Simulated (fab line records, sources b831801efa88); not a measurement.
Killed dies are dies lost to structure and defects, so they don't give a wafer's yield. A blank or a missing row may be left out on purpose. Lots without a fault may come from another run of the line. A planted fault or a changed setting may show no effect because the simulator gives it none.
fab line records | flow sfq_line
record lots=14 wafers=42 last_day=92
route steps=325 shown C5@246 I6@266 M7@289 I7@309
lots that met no fault: from a run of the same line without faults
start_h: hours from the record's first day to the start of the lot's first wafer shown | wait_h: hours since the lot's step before | " the same as in the row above | L1.1+2: a row that stands for several wafers | - no value, or no start given | * or withheld: withheld | < > ~ a bound
route shown NAME@n: a module of which the file shows steps, and the number in the route of the first | usual: mean/standard deviation of fault-free wafers | same: alike in all rows | chamber/n: place in a boat | sites: the reading at each site | _std_site: their standard deviation | _edge_site: outer sites' mean less inner sites' | radius_mm: how far each site lies from the wafer's centre | mask NAME#n: copy n | behind: the tool/chamber that last shaped the wafer | hold: why the lot was held/for how many hours/how that ended | device: the transistor (n, p or np) that didn't switch | end of line: the same wafers' tests at the end of the route | a step without rows: its recipe alone | killed: dies lost to structure and defects at the first sort, not the wafer's yield | map: a wafer's dies, x killed, . not, _ none there
set.NAME: the setting as run; set.NAME@STEP: as run at that earlier step | model.NAME: the simulator's own value behind a step, which no gauge read
steps of the route over a sample of lots; a table a step, a row a wafer
services: from which hour (start_h, from the record's first day; less than 0 if before it) a tool's chamber was out of use, for how many hours, and why
## steps
# step SFQ_C5_OVL_MEAS_937
# usual C5_OVL=2/5.1
# columns lot.wafer tool chamber start_h wait_h C5_OVL[nm]
L864.1 overlay-02 - 1562.10 0.1 1
L864.3 " - " " 2
L864.6 " - " " 3
L866.2 overlay-01 - 1593.11 0.1 3
L866.3 " - " " 4
L866.5 " - " " -1
L867.3 overlay-01 - 1594.32 0.1 0
L867.4 " - " " -1
L867.6 " - " " -4
L868.1 overlay-01 - 1595.50 0.1 -3
L868.2 " - " " 0
L868.5 " - " " -5
L869.1 overlay-01 - 1708.45 0.1 -7
L869.2 " - " " -1
L869.6 " - " " -4
L878.1 overlay-02 - 1731.85 0.1 -8
L878.3 " - " " -1
L878.5 " - " " 0
L877.3 overlay-02 - 1871.38 0.1 -5
L877.4 " - " " -10
L877.6 " - " " -2
L879.3 overlay-01 - 1916.98 0.1 0
L879.5 " - " " 1
L879.6 " - " " -2
L880.3 overlay-01 - 1922.98 0.1 -2
L880.4 " - " " -2
L880.5 " - " " 2
L881.1 overlay-01 - 1925.37 0.1 2
L881.3 " - " " -1
L881.6 " - " " 0
L882.1 overlay-02 - 1927.89 0.1 9
L882.3 " - " " 8
L882.5 " - " " 6
L883.1 overlay-01 - 1953.09 0.1 6
L883.4 " - " " 6
L883.5 " - " " 7
L884.1 overlay-01 - 1958.02 0.1 4
L884.3 " - " " 9
L884.6 " - " " 11
L887.2 overlay-01 - 1967.27 0.1 8
L887.5 " - " " 6
L887.6 " - " " 5
# step SFQ_TRILAYER_I6_DEP_PECVD_165
# recipe material=SiO2 temp_c=150 time_s=111.11 pressure_torr=2.4 rf_w=183.3 precursor=SiH4/N2O target_thk_nm=500
# usual heater_power_w=83/16 showerhead_vpp_V=845/27 susceptor_temp_C=150.00/0.15 throttle_valve_pct=24.8/1.4
# columns lot.wafer tool chamber start_h wait_h heater_power_w showerhead_vpp_V susceptor_temp_C throttle_valve_pct
L864.1 pecvd-02 0 1573.58 0.0 63 840 150.05 24.2
L864.3 " 1 " " 80 854 149.96 23.7
L864.6 " 2 " " 77 885 150.11 24.7
L866.2 pecvd-01 0 1689.47 0.0 96 829 149.97 25.3
L866.3 " 2 " " 62 811 149.76 26.0
L866.5 " 1 " " 93 817 149.86 25.4
L867.3 pecvd-02 1 1691.87 0.0 75 842 149.95 24.6
L867.4 " 1 " " 79 844 149.91 23.8
L867.6 " 0 " " 54 844 149.97 24.6
L868.1 pecvd-01 1 1693.09 0.0 93 807 150.17 25.4
L868.2 " 0 " " 81 824 149.90 25.1
L868.5 " 0 " " 88 822 150.04 25.4
L869.1 pecvd-02 2 1716.65 0.0 67 881 150.04 25.5
L869.2 " 0 " " 56 842 149.92 24.9
L869.6 " 2 " " 72 894 150.01 25.5
L878.1 pecvd-02 2 1736.29 0.0 78 892 150.35 25.6
L878.3 " 2 " " 80 890 150.07 25.5
L878.5 " 2 " " 79 881 150.10 25.6
L877.3 pecvd-03 0 1876.55 0.0 110 838 150.10 21.8
L877.4 " 2 " " 83 894 149.92 24.4
L877.6 " 1 " " 99 851 149.83 23.3
L879.3 pecvd-01 0 1921.43 0.0 87 818 150.25 26.2
L879.5 " 1 " " 93 816 150.25 26.2
L879.6 " 2 " " 53 816 150.04 26.5
L880.3 pecvd-02 1 1927.41 0.0 74 850 149.93 24.8
L880.4 " 1 " " 79 862 149.85 24.7
L880.5 " 2 " " 71 861 149.74 26.1
L881.1 pecvd-02 2 2015.45 0.0 79 873 150.04 26.9
L881.3 " 0 " " 61 838 149.92 25.7
L881.6 " 2 " " 80 877 149.78 26.8
L882.1 pecvd-03 1 2017.87 0.0 108 858 149.90 24.0
L882.3 " 0 " " 107 837 149.80 21.8
L882.5 " 0 " " 107 835 149.70 22.1
L883.1 pecvd-03 0 2034.67 0.0 102 829 150.03 21.9
L883.4 " 2 " " 80 878 149.90 24.7
L883.5 " 0 " " 105 841 150.03 22.2
L884.1 pecvd-02 2 2038.25 0.0 77 880 150.12 27.1
L884.3 " 1 " " 82 842 150.02 24.6
L884.6 " 1 " " 84 843 150.08 24.8
L887.2 pecvd-01 0 2046.78 0.0 92 824 150.18 26.2
L887.5 " 1 " " 84 812 149.96 26.1
L887.6 " 0 " " 96 826 150.07 26.1
# step SFQ_TRILAYER_M7_LITHO_PEB_180
# recipe peb_temp_c=115 peb_time_s=60 resist=KrF
# usual chill_plate_temp_C=23.00/0.11 exhaust_pa=45.0/0.92
# columns lot.wafer tool chamber start_h wait_h chill_plate_temp_C exhaust_pa
L864.1 litho_track-03 0 1600.00 1.0 23.09 43.8
L864.3 " 0 " " 23.05 44.2
L864.6 " 0 " " 22.97 44.9
L866.2 litho_track-03 0 1805.05 0.8 22.87 42.2
L866.3 " 0 " " 22.89 43.4
L866.5 " 0 " " 22.81 44.6
L867.3 litho_track-04 0 1806.40 0.7 23.02 44.2
L867.4 " 0 " " 23.08 44.6
L867.6 " 0 " " 23.04 45.1
L868.1 litho_track-01 0 1807.55 1.0 22.91 43.7
L868.2 " 0 " " 23.02 46.8
L868.5 " 0 " " 22.99 45.1
L869.1 litho_track-03 0 1820.54 1.0 23.08 45.4
L869.2 " 0 " " 22.94 45.4
L869.6 " 0 " " 23.10 45.6
L878.1 litho_track-01 0 1848.14 1.0 22.98 45.2
L878.3 " 0 " " 23.18 45.7
L878.5 " 0 " " 22.86 45.1
L877.3 litho_track-03 - 1886.56 0.7 - -
L877.4 " - " " - -
L877.6 " - " " - -
L879.3 litho_track-03 - 1962.36 0.7 - -
L879.5 " - " " - -
L879.6 " - " " - -
L880.3 litho_track-01 0 1963.56 0.7 23.07 44.0
L880.4 " 0 " " 23.03 44.8
L880.5 " 0 " " 23.15 44.3
L881.1 litho_track-03 0 2099.41 1.0 23.11 46.4
L881.3 " 0 " " 23.07 45.6
L881.6 " 0 " " 23.17 44.4
L882.1 litho_track-03 0 2100.61 1.0 22.79 44.5
L882.3 " 0 " " 23.02 46.3
L882.5 " 0 " " 22.97 45.2
L883.1 litho_track-01 0 2124.40 1.0 23.04 44.8
L883.4 " 0 " " 22.77 44.7
L883.5 " 0 " " 22.85 46.3
L884.1 litho_track-04 0 2190.10 1.0 22.93 44.2
L884.3 " 0 " " 22.90 43.6
L884.6 " 0 " " 22.95 45.9
L887.2 litho_track-01 0 2197.33 0.8 23.02 44.8
L887.5 " 0 " " 22.79 43.2
L887.6 " 0 " " 22.91 44.8
# step SFQ_TRILAYER_I7_VIA_STRIP_STRIP_191
# recipe gas=O2 power_w=200 platen_temp_c=40 overash_fraction=0.65 chemistry=O2 pressure_mtorr=50
# usual drypump_motor_current_A=6.0/0.47 oes_product_au=1.000/0.0096
# columns lot.wafer tool chamber start_h wait_h drypump_motor_current_A oes_product_au rf_hours_counter_h
L864.1 rie_metal-02 0 1719.94 - 6.3 1.009 125
L864.3 " 1 " " 5.9 0.999 -
L864.6 " 1 " " 5.9 0.993 -
L866.2 rie_metal-03 0 1813.29 - 6.6 0.993 114
L866.3 " 0 " " 6.6 0.986 -
L866.5 " 0 " " 6.6 0.981 -
L867.3 rie_metal-03 1 1816.36 - 5.7 0.995 -
L867.4 " 0 " " 6.6 0.991 -
L867.6 " 1 " " 5.7 0.998 -
L868.1 rie_metal-04 0 1819.16 - 6.4 0.993 114
L868.2 " 1 " " 5.1 1.002 107
L868.5 " 1 " " 5.1 1.002 -
L869.1 rie_metal-03 0 1829.43 - 6.6 0.998 116
L869.2 " 1 " " 5.7 1.001 104
L869.6 " 0 " " 6.6 0.996 -
L878.1 rie_metal-03 0 1939.01 - 6.6 0.999 132
L878.3 " 1 " " 5.7 0.999 -
L878.5 " 0 " " 6.6 0.985 -
L877.3 rie_metal-02 0 1940.78 - 6.2 1.010 -
L877.4 " 0 " " 6.3 1.008 -
L877.6 " 0 " " 6.2 1.002 -
L879.3 rie_metal-04 1 1970.64 - 5.1 0.990 -
L879.5 " 1 " " 5.1 0.984 -
L879.6 " 0 " " 6.4 0.991 -
L880.3 rie_metal-04 0 1971.84 - 6.4 1.001 -
L880.4 " 1 " " 5.1 0.982 -
L880.5 " 0 " " 6.4 0.999 -
L881.1 rie_metal-02 1 2107.54 - 5.9 1.017 1
L881.3 " 0 " " 6.2 1.005 -
L881.6 " 0 " " 6.2 1.013 -
L882.1 rie_metal-03 1 2109.21 - 5.7 0.991 11
L882.3 " 0 " " 6.6 0.992 -
L882.5 " 0 " " 6.6 0.997 -
L883.1 rie_metal-03 0 2132.93 - 6.5 0.997 21
L883.4 " 0 " " 6.6 1.006 -
L883.5 " 1 " " 5.7 0.988 -
L884.1 rie_metal-03 0 2198.25 - 6.6 1.002 27
L884.3 " 1 " " 5.8 0.999 -
L884.6 " 0 " " 6.6 1.002 -
L887.2 rie_metal-02 1 2206.80 - 5.9 1.025 12
L887.5 " 1 " " 5.9 1.005 -
L887.6 " 0 " " 6.2 1.005 -
## services
# columns tool chamber start_h hours kind
rie_metal-03 0 1555.83 1.6 repair
rie_metal-03 1 1555.89 18.7 repair
rie_metal-02 1 1559.61 5.3 repair
rie_metal-02 - 1561.31 1.4 pm
pecvd-01 0 1605.30 6.4 repair
pecvd-01 1 1621.23 19.0 repair
rie_metal-02 - 1678.56 2.8 pm
pecvd-02 - 1706.55 2.9 repair
pecvd-01 - 1715.72 1.0 repair
pecvd-02 0 1732.11 17.3 repair
pecvd-01 2 1754.65 4.2 repair
pecvd-02 0 1801.85 6.5 repair
pecvd-02 - 1822.64 14.6 pm
rie_metal-03 1 1866.45 12.8 repair
rie_metal-02 1 1880.71 16.5 repair
rie_metal-02 1 1925.76 20.1 repair
rie_metal-03 - 1948.97 2.8 pm
pecvd-01 0 2021.93 12.4 repair
pecvd-01 2 2031.96 37.5 repair
rie_metal-03 - 2052.22 0.9 repair
pecvd-02 - 2070.28 3.0 repair
pecvd-02 - 2096.38 2.8 pm
pecvd-02 0 2134.38 5.6 repair
pecvd-02 - 2179.90 1.0 repair
## key
first_sign step=SFQ_TRILAYER_M7_LITHO_PEB_180 reading=tool_record direction=missing
effect none on later readings
met_at SFQ_TRILAYER_M7_LITHO_PEB_180
struck_lots L877,L879
not_acting_at SFQ_C5_OVL_MEAS_937,SFQ_TRILAYER_I6_DEP_PECVD_165,SFQ_TRILAYER_I7_VIA_STRIP_STRIP_191
onset_between 1820.54 1886.56
fault kind=skipped_step_whole tool=litho_track-03 chamber=- onset_h=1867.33 steps=SFQ_TRILAYER_M7_LITHO_PEB_180 scope=struck_lots_only
